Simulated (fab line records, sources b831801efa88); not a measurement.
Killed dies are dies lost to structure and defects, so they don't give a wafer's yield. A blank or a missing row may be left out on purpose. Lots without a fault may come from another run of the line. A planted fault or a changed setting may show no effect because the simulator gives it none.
Which tool did it? | flow sky130 | 13 lots, 39 wafers sampled, at 6 steps of a route of 708

WHAT THE GAUGES READ, wafer by wafer
SKY_VT_ADJUST_HVTP_TW_MEAS_11.
lot  | measured     | on            | VT_ADJUST_HVTP_TW
L533 | day 6 10:31  | film_metro-03 | 1345 1341 1347
L534 | day 6 14:54  | film_metro-03 | 1339 1334 1337
L535 | day 6 20:42  | film_metro-01 | 1385 1384 1379
L536 | day 7 04:58  | film_metro-03 | 1342 1345 1344
L537 | day 7 08:02  | film_metro-01 | 1379 1379 1376
L538 | day 7 15:11  | film_metro-03 | 1343 1343 1334
L539 | day 7 22:57  | film_metro-01 | 1378 1375 1377
L540 | day 8 04:58  | film_metro-03 | 1336 1347 1345
L541 | day 8 12:03  | film_metro-04 | 1375 1361 1367
L543 | day 9 00:10  | film_metro-01 | 1376 1376 1381
L544 | day 9 03:46  | film_metro-04 | 1365 1367 1374
L553 | day 11 16:23 | film_metro-04 | 1360 1356 1365
L554 | day 11 21:46 | film_metro-04 | 1359 1360 1366

SKY_VT_ADJUST_HVTR_CD_MEAS_07: target cd 380 nm.
lot  | measured     | on        | cd_nm (nm)
L533 | day 9 20:09  | cd_sem-02 | 379 379 380
L534 | day 10 00:58 | cd_sem-02 | 378 381 379
L535 | day 10 08:44 | cd_sem-01 | 380 382 380
L536 | day 10 18:25 | cd_sem-02 | 383 383 383
L537 | day 10 22:17 | cd_sem-02 | 377 379 377
L538 | day 11 06:05 | cd_sem-01 | 375 373 373
L539 | day 11 13:56 | cd_sem-01 | 380 380 381
L540 | day 11 22:30 | cd_sem-02 | 389 387 386
L541 | day 12 06:32 | cd_sem-02 | 383 382 380
L543 | day 12 21:26 | cd_sem-01 | 381 381 380
L544 | day 13 01:08 | cd_sem-02 | 380 380 379
L553 | day 15 21:26 | cd_sem-02 | 378 381 380
L554 | day 16 05:14 | cd_sem-01 | 383 380 381

SKY_GATE_OXIDE_OVL_MEAS_10.
lot  | measured     | on         | GATE_OXIDE_OVL (nm)
L533 | day 14 08:02 | overlay-01 | -1.3 0.5 -0.3
L534 | day 14 11:15 | overlay-02 | -1.4 1.1 1.1
L535 | day 14 18:02 | overlay-02 | 1.6 0.2 1.0
L536 | day 15 07:39 | overlay-02 | -0.1 -0.4 2.5
L537 | day 15 14:27 | overlay-01 | 3.5 1.2 1.4
L538 | day 15 21:44 | overlay-02 | -2.3 -1.3 0.2
L539 | day 16 08:56 | overlay-02 | -3.1 -1.6 0.1
L540 | day 16 15:56 | overlay-02 | 2.7 -0.7 -0.8
L541 | day 17 02:05 | overlay-01 | -0.1 0.4 1.2
L543 | day 17 19:58 | overlay-01 | 2.9 0.1 0.1
L544 | day 17 23:06 | overlay-01 | -1.2 -2.3 -2.5
L553 | day 21 06:17 | overlay-01 | - - -
L554 | day 21 15:38 | overlay-01 | - - -

SKY_GATE_OXIDE_TW_MEAS_14.
lot  | measured     | on            | GATE_OXIDE_TW
L533 | day 14 08:26 | film_metro-04 | 228.0 227.4 228.4
L534 | day 14 11:46 | film_metro-04 | 227.1 227.0 229.1
L535 | day 14 18:26 | film_metro-04 | 227.3 228.5 226.2
L536 | day 15 08:02 | film_metro-01 | 228.3 227.9 227.6
L537 | day 15 14:52 | film_metro-02 | 226.7 228.0 227.4
L538 | day 15 22:07 | film_metro-04 | 229.4 228.5 230.1
L539 | day 16 09:19 | film_metro-02 | 227.1 226.9 227.3
L540 | day 16 16:20 | film_metro-01 | 228.6 229.4 227.4
L541 | day 17 02:29 | film_metro-04 | 229.6 227.2 226.8
L543 | day 17 20:22 | film_metro-04 | 228.0 228.5 228.5
L544 | day 17 23:30 | film_metro-04 | 226.7 227.4 226.7
L553 | day 21 06:41 | film_metro-01 | 30.8 30.7 30.7
L554 | day 21 16:02 | film_metro-02 | 29.8 29.9 29.9

SKY_RES_PROTECT_TW_MEAS_08.
lot  | measured     | on            | POLY_GATE_TW
L533 | day 15 14:32 | film_metro-01 | 4083 4089 4077
L534 | day 15 18:18 | film_metro-02 | 4061 4062 4083
L535 | day 16 02:23 | film_metro-03 | 4005 3989 4008
L536 | day 16 16:00 | film_metro-03 | 4009 3988 3970
L537 | day 16 23:31 | film_metro-03 | 3987 4008 3993
L538 | day 17 05:56 | film_metro-02 | 4046 4032 4057
L539 | day 17 18:05 | film_metro-02 | 4059 4038 4054
L540 | day 18 04:18 | film_metro-02 | 4069 4073 4057
L541 | day 18 12:50 | film_metro-02 | 4089 4077 4073
L543 | day 19 06:07 | film_metro-03 | 3953 3947 3927
L544 | day 19 10:48 | film_metro-02 | 4078 4066 4068

WHICH TOOL RAN EACH LOT (tool, then ch and the chambers of the sampled wafers, then the start)
lot  | SKY_GATE_OXIDE_DEVELOP_09
L533 | litho_track-03 ch 0, day 14 07:54
L534 | litho_track-04 ch 0, day 14 11:07
L535 | litho_track-04 ch 0, day 14 17:53
L536 | litho_track-01 ch 0, day 15 07:32
L537 | litho_track-03 ch 0, day 15 14:21
L538 | litho_track-03 ch 0, day 15 21:35
L539 | litho_track-01 ch 0, day 16 08:47
L540 | litho_track-01 ch 0, day 16 15:49
L541 | litho_track-03 ch 0, day 17 01:56
L543 | litho_track-04 ch 0, day 17 19:52
L544 | litho_track-04 ch 0, day 17 22:59
L553 | litho_track-04 ch 0, day 21 06:08
L554 | litho_track-04 ch 0, day 21 15:29
- SKY_GATE_OXIDE_DEVELOP_09: develop time 60 s.

WHAT THE TOOLS THEMSELVES READ (means of the sampled wafers that have a number; where no wafer has one, the mark that the record gives instead)
The record holds no such reading with a usual standard deviation.

THE ANSWER, worked out from the rows above alone
Rule: what is usual is taken from the lots themselves. Put in order of their means at a reading, lots are off if they are a third of the lots or fewer, leave a main group of 4 or more, and stand apart from it by a gap of 3 or more times the standard deviation of the main group's means; of several such gaps the widest counts. A main group whose means are all the same, to the digits that the tables above print for the reading, isn't used. A lot without any number at a reading at which 4 lots or more have one is off too. The other lots that the step has rows for count as sound. The gauges are gone through in route order, then the tools' own readings, and for those a lot's mean is taken as printed above. The first step at which some lot is off is used, and at that step the reading that is off furthest; a lot without a number counts as furthest.
Off: L553, L554, at SKY_GATE_OXIDE_OVL_MEAS_10 (GATE_OXIDE_OVL). Without a number there: L553, L554. The main group: mean 0.1 nm, standard deviation 1.2.
A tool fits if, at a process step before that reading, it ran every lot that is off, and no sound lot after the first of them. The gauges at SKY_GATE_OXIDE_OVL_MEAS_10 aren't tried: what is off there is off at SKY_GATE_OXIDE_TW_MEAS_14 too, on other tools, and a gauge's error can't cause that. One fits: litho_track-04 at SKY_GATE_OXIDE_DEVELOP_09. Its last sound lot is L544 (day 17 22:59), its first lot that is off L553 (day 21 06:08): a fault that began between those two fits.

WHAT THE SIMULATOR HAD PUT IN
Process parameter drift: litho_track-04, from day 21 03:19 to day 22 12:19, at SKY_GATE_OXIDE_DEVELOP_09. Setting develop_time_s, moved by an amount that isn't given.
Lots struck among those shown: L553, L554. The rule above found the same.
